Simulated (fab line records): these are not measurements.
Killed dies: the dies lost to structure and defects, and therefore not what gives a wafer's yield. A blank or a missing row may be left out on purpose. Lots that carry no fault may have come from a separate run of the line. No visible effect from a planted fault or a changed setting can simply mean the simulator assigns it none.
fab line records	flow gf180mcu
record: lots: 14	wafers: 42	last-day: 34
route steps=602 shown STI@5 DNWELL@34 NWELL@137 DUAL_GATE@152
lots that met no fault: from a run of the same line without faults
start-h: the number of hours between the record's first day and the start of the first shown wafer of the lot	wait-h: how many hours have passed since the lot's step before this one	" identical to the entry in the row above	L1.1+2: a single row standing in for several wafers	- no value, or no start given	* or withheld: withheld	< > ~ a bound
route shown NAME@n: NAME is a module with steps in the file, n the number in the route of the first one	usual: mean/standard deviation of fault-free wafers	same: alike in all rows	chamber/n: place in a boat	sites: readings site by site	_std_site: the standard deviation of these	_edge_site: inner sites' mean taken away from outer sites' mean	radius-mm: how far each site lies from the wafer's centre	mask NAME#n: copy n	behind: the last tool/chamber to shape the wafer	hold: what put the lot on hold/how long, in hours/how the hold closed	device: transistor that didn't switch, given as n, p or np	end of line: at the end of the route, the tests of the same wafers	a step without rows: its recipe alone	killed: dies that structure and defects cost at the first sort, which is not the same as the wafer's yield	map: shows each die of a wafer: x if killed, . if not, _ if none is there
set.NAME: the setting as run; set.NAME@STEP: as run at that earlier step	model.NAME: the simulator's own value behind a step, which no gauge read
route steps across a sampled set of lots; one table per step, one row per wafer
services: when a tool's chamber went out of use (start-h, in hours from the record's first day, below 0 if earlier), for how many hours, and the reason
== steps ==
step: GF_STI_THK_MEAS_04
recipe: reads: Si3N4_of_STI_CVD_03
usual: STI_CVD_03_THK: 207.5/1.9
lot.wafer	tool	chamber	start-h	wait-h	STI_CVD_03_THK[nm]
L449.2	film-metro-01	-	13.66	0.1	206.6
L449.3	"	-	"	"	207.0
L449.5	"	-	"	"	207.5
L450.1	film-metro-01	-	19.52	0.0	208.4
L450.2	"	-	"	"	209.8
L450.4	"	-	"	"	209.3
L451.1	film-metro-01	-	24.47	0.0	206.7
L451.3	"	-	"	"	207.1
L451.4	"	-	"	"	207.8
L452.2	film-metro-01	-	28.57	0.0	209.1
L452.4	"	-	"	"	208.6
L452.6	"	-	"	"	207.4
L453.1	film-metro-04	-	35.15	0.1	205.8
L453.3	"	-	"	"	205.5
L453.5	"	-	"	"	205.1
L454.1	film-metro-04	-	38.61	0.0	209.2
L454.4	"	-	"	"	208.2
L454.6	"	-	"	"	209.2
L455.1	film-metro-01	-	43.56	0.0	210.1
L455.2	"	-	"	"	210.2
L455.3	"	-	"	"	207.8
L457.1	film-metro-01	-	53.56	0.0	203.0
L457.4	"	-	"	"	205.1
L457.6	"	-	"	"	206.6
L459.2	film-metro-04	-	64.82	0.0	204.4
L459.4	"	-	"	"	206.1
L459.6	"	-	"	"	205.2
L464.2	film-metro-01	-	88.57	0.0	210.2
L464.3	"	-	"	"	211.6
L464.6	"	-	"	"	209.9
L465.1	film-metro-02	-	93.56	0.0	205.0
L465.2	"	-	"	"	203.7
L465.3	"	-	"	"	203.8
L466.2	film-metro-01	-	98.57	0.0	206.1
L466.3	"	-	"	"	208.2
L466.5	"	-	"	"	206.4
L468.2	film-metro-04	-	108.69	0.0	207.8
L468.3	"	-	"	"	207.2
L468.4	"	-	"	"	206.7
L472.1	film-metro-04	-	128.72	0.0	204.1
L472.3	"	-	"	"	207.7
L472.4	"	-	"	"	206.2
step: GF_DNWELL_COAT_02
recipe: spin-rpm: 2000	resist-thk-nm: 3000
lot.wafer	tool	chamber	start-h	wait-h
L449.2+3+5	litho-track-03	0	36.09	0.1
L450.1+2+4	litho-track-04	0	43.67	0.1
L451.1+3+4	litho-track-03	0	47.11	0.1
L452.2+4+6	litho-track-02	0	51.09	0.1
L453.1+3+5	litho-track-04	0	58.22	0.1
L454.1+4+6	litho-track-04	0	60.97	0.1
L455.1+2+3	litho-track-04	0	66.62	0.1
L457.1+4+6	litho-track-04	0	76.87	0.1
L459.2+4+6	litho-track-04	0	89.85	0.1
L464.2+3+6	litho-track-03	0	114.24	0.1
L465.1+2+3	litho-track-04	0	118.92	0.1
L466.2+3+5	litho-track-04	0	123.55	0.1
L468.2+3+4	litho-track-03	0	135.84	0.1
L472.1+3+4	litho-track-03	0	157.76	0.1
step: GF_DNWELL_STRIP_08
recipe: chemistry: O2/N2	power-w: 1400	pressure-mtorr: 1500	platen-temp-c: 250	o2-flow-sccm: 3000	n2-flow-sccm: 300	overash-fraction: 0.5
usual: chamber-pressure-mTorr: 1500.0/1.3	drypump-motor-current-A: 5.9/0.44	heater-power-w: 343/30	oes-product-au: 0.722/0.0046	strip-time-to-endpoint-s: 36.93/0.12
lot.wafer	tool	chamber	start-h	wait-h	chamber-pressure-mTorr	drypump-motor-current-A	heater-power-w	oes-product-au	rf-hours-counter-h	strip-time-to-endpoint-s
L449.2	plasma-asher-04	0	42.66	0.1	1502.6	5.8	319	0.720	25	37.03
L449.3	"	1	"	"	1498.8	6.2	389	0.724	-	36.98
L449.5	"	0	"	"	1501.7	5.8	322	0.721	-	36.98
L450.1	plasma-asher-02	1	49.32	0.1	1501.2	6.7	306	0.723	41	36.87
L450.2	"	0	"	"	1499.6	5.8	353	0.724	41	36.87
L450.4	"	1	"	"	1498.3	6.7	309	0.728	-	36.87
L451.1	plasma-asher-03	0	53.56	0.1	1499.6	5.3	308	0.715	37	37.16
L451.3	"	0	"	"	1502.6	5.3	314	0.717	-	37.12
L451.4	"	1	"	"	1501.3	5.7	375	0.715	-	37.31
L452.2	plasma-asher-02	1	58.42	0.1	1499.6	6.6	313	0.719	42	36.56
L452.4	"	0	"	"	1500.0	5.8	349	0.728	-	36.72
L452.6	"	0	"	"	1498.4	5.8	356	0.716	-	36.65
L453.1	plasma-asher-04	1	64.52	0.1	1500.5	6.2	387	0.712	28	36.69
L453.3	"	1	"	"	1499.7	6.2	393	0.723	-	36.77
L453.5	"	1	"	"	1498.8	6.2	384	0.718	-	36.69
L454.1	plasma-asher-02	1	67.96	0.1	1502.1	6.6	314	0.717	43	36.97
L454.4	"	0	"	"	1500.2	5.8	357	0.723	-	37.01
L454.6	"	1	"	"	1503.4	6.7	308	0.721	-	37.02
L455.1	plasma-asher-04	1	73.67	0.1	1501.3	6.2	379	0.719	29	36.93
L455.2	"	0	"	"	1501.5	5.8	323	0.730	29	36.83
L455.3	"	0	"	"	1500.9	5.8	325	0.723	-	36.97
L457.1	plasma-asher-03	0	83.82	0.1	1500.0	5.3	312	0.717	40	36.97
L457.4	"	0	"	"	1499.1	5.3	318	0.717	-	36.98
L457.6	"	0	"	"	1499.5	5.3	319	0.718	-	36.90
L459.2	plasma-asher-03	0	97.02	0.1	1498.3	5.3	311	0.718	42	36.98
L459.4	"	0	"	"	1502.6	5.3	324	0.717	-	36.95
L459.6	"	1	"	"	1500.2	5.7	378	0.724	-	36.93
L464.2	plasma-asher-03	1	122.37	0.1	1501.0	5.7	371	0.729	0	36.85
L464.3	"	0	"	"	1499.7	5.3	327	0.722	-	36.97
L464.6	"	0	"	"	1501.1	5.3	307	0.718	-	36.82
L465.1	plasma-asher-04	0	126.82	0.1	1500.2	5.8	330	0.728	35	39.18
L465.2	"	1	"	"	1500.0	6.2	382	0.718	35	39.15
L465.3	"	1	"	"	1500.2	6.2	392	0.725	-	39.06
L466.2	plasma-asher-03	1	131.72	0.1	1499.9	5.7	369	0.727	1	39.14
L466.3	"	0	"	"	1501.2	5.3	317	0.724	-	39.25
L466.5	"	1	"	"	1498.5	5.7	378	0.724	-	39.12
L468.2	plasma-asher-04	1	143.61	0.1	1498.4	6.2	392	0.723	37	36.97
L468.3	"	0	"	"	1499.7	5.8	319	0.725	-	36.99
L468.4	"	1	"	"	1500.3	6.2	385	0.721	-	36.99
L472.1	plasma-asher-02	0	165.87	0.1	1499.2	5.8	351	0.719	54	36.91
L472.3	"	1	"	"	1500.9	6.7	306	0.727	-	36.86
L472.4	"	0	"	"	1500.1	5.8	348	0.729	-	36.90
step: GF_VT_IMPLANT_RS_MEAS_47
recipe: thk-meas-gauge: four-point-probe
usual: NWELL_RS: 487.5/1.3
lot.wafer	tool	chamber	start-h	wait-h	NWELL_RS[ohm/sq]
L449.2	film-metro-01	-	156.25	0.1	487.4
L449.3	"	-	"	"	488.0
L449.5	"	-	"	"	488.6
L450.1	film-metro-02	-	164.88	0.1	487.0
L450.2	"	-	"	"	487.1
L450.4	"	-	"	"	487.0
L451.1	film-metro-03	-	171.73	0.1	486.7
L451.3	"	-	"	"	486.6
L451.4	"	-	"	"	487.8
L452.2	film-metro-02	-	178.05	0.1	489.7
L452.4	"	-	"	"	489.2
L452.6	"	-	"	"	488.0
L453.1	film-metro-02	-	187.43	0.1	488.1
L453.3	"	-	"	"	487.5
L453.5	"	-	"	"	485.4
L454.1	film-metro-01	-	189.68	0.1	486.0
L454.4	"	-	"	"	485.5
L454.6	"	-	"	"	486.7
L455.1	film-metro-03	-	197.08	0.1	487.5
L455.2	"	-	"	"	487.2
L455.3	"	-	"	"	486.9
L457.1	film-metro-02	-	210.53	0.1	488.7
L457.4	"	-	"	"	487.7
L457.6	"	-	"	"	488.2
L459.2	film-metro-01	-	228.56	0.1	485.1
L459.4	"	-	"	"	486.1
L459.6	"	-	"	"	486.7
L464.2	film-metro-02	-	259.85	0.1	486.7
L464.3	"	-	"	"	487.8
L464.6	"	-	"	"	485.7
L465.1	film-metro-02	-	263.19	0.1	488.5
L465.2	"	-	"	"	486.5
L465.3	"	-	"	"	487.7
L466.2	film-metro-03	-	270.25	0.1	486.7
L466.3	"	-	"	"	486.2
L466.5	"	-	"	"	486.0
L468.2	film-metro-01	-	284.81	0.1	485.7
L468.3	"	-	"	"	487.1
L468.4	"	-	"	"	487.9
L472.1	film-metro-03	-	313.43	0.1	489.3
L472.3	"	-	"	"	488.2
L472.4	"	-	"	"	487.8
step: GF_DUAL_GATE_OVL_MEAS_11
usual: DUAL_GATE_OVL: -0.1/1.4
lot.wafer	tool	chamber	start-h	wait-h	DUAL_GATE_OVL[nm]
L449.2	overlay-01	-	173.83	0.1	0.0
L449.3	"	-	"	"	-1.8
L449.5	"	-	"	"	-2.5
L450.1	overlay-02	-	184.21	0.1	0.5
L450.2	"	-	"	"	-2.0
L450.4	"	-	"	"	-0.4
L451.1	overlay-02	-	190.81	0.1	-1.2
L451.3	"	-	"	"	-1.4
L451.4	"	-	"	"	-0.7
L452.2	overlay-02	-	196.77	0.1	-1.2
L452.4	"	-	"	"	-2.2
L452.6	"	-	"	"	-1.6
L453.1	overlay-02	-	206.37	0.1	0.4
L453.3	"	-	"	"	-0.5
L453.5	"	-	"	"	-0.7
L454.1	overlay-02	-	209.06	0.1	3.7
L454.4	"	-	"	"	1.5
L454.6	"	-	"	"	1.1
L455.1	overlay-02	-	215.96	0.1	1.2
L455.2	"	-	"	"	0.5
L455.3	"	-	"	"	0.9
L457.1	overlay-02	-	231.26	0.1	-0.5
L457.4	"	-	"	"	1.0
L457.6	"	-	"	"	1.3
L459.2	overlay-02	-	248.52	0.1	0.8
L459.4	"	-	"	"	0.8
L459.6	"	-	"	"	0.8
L465.1	overlay-01	-	285.67	0.1	0.5
L465.2	"	-	"	"	-0.6
L465.3	"	-	"	"	0.4
L464.2	overlay-02	-	285.77	0.1	1.4
L464.3	"	-	"	"	-1.1
L464.6	"	-	"	"	0.1
L466.2	overlay-01	-	292.32	0.1	-3.3
L466.3	"	-	"	"	-1.5
L466.5	"	-	"	"	-1.3
L468.2	overlay-01	-	307.62	0.1	-1.5
L468.3	"	-	"	"	-1.8
L468.4	"	-	"	"	-1.6
L472.1	overlay-01	-	337.17	0.1	-0.3
L472.3	"	-	"	"	1.3
L472.4	"	-	"	"	1.3
== services ==
tool	chamber	start-h	hours	kind
plasma-asher-04	-	34.75	1.2	repair
plasma-asher-04	-	38.60	1.3	repair
litho-track-03	-	74.92	-	consumable-replace:filter
plasma-asher-03	-	108.75	9.0	pm
plasma-asher-03	0	108.75	9.0	vent-cycle
plasma-asher-03	1	108.75	9.0	vent-cycle
plasma-asher-03	0	117.75	-	clean
plasma-asher-03	1	117.75	-	clean
plasma-asher-04	-	157.80	1.8	repair
== key ==
first-sign: step: GF_DNWELL_STRIP_08	reading: strip-time-to-endpoint-s	direction: up	sigmas: 18	usual: *	struck: *
effect none on later readings
met-at GF_DNWELL_COAT_02
struck-lots L465,L466
tester-left-out L465,L466
not-acting-at GF_STI_THK_MEAS_04,GF_VT_IMPLANT_RS_MEAS_47,GF_DUAL_GATE_OVL_MEAS_11
onset-between 89.85 118.92
fault: kind: process-parameter-drift	tool: litho-track-04	chamber: -	onset-h: 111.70	steps: GF_DNWELL_COAT_02	channel: resist-thk-nm	offset: *	shape: step	end-h: 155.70	acts-in: *	stated: *
tester-left-out: of these lots the tester's yield and bins aren't shown, on N5 and GAA mostly nor the transistor test; their killed dies are dies lost to structure and defects alone, not to doping, threshold or leakage, so they don't give the yield
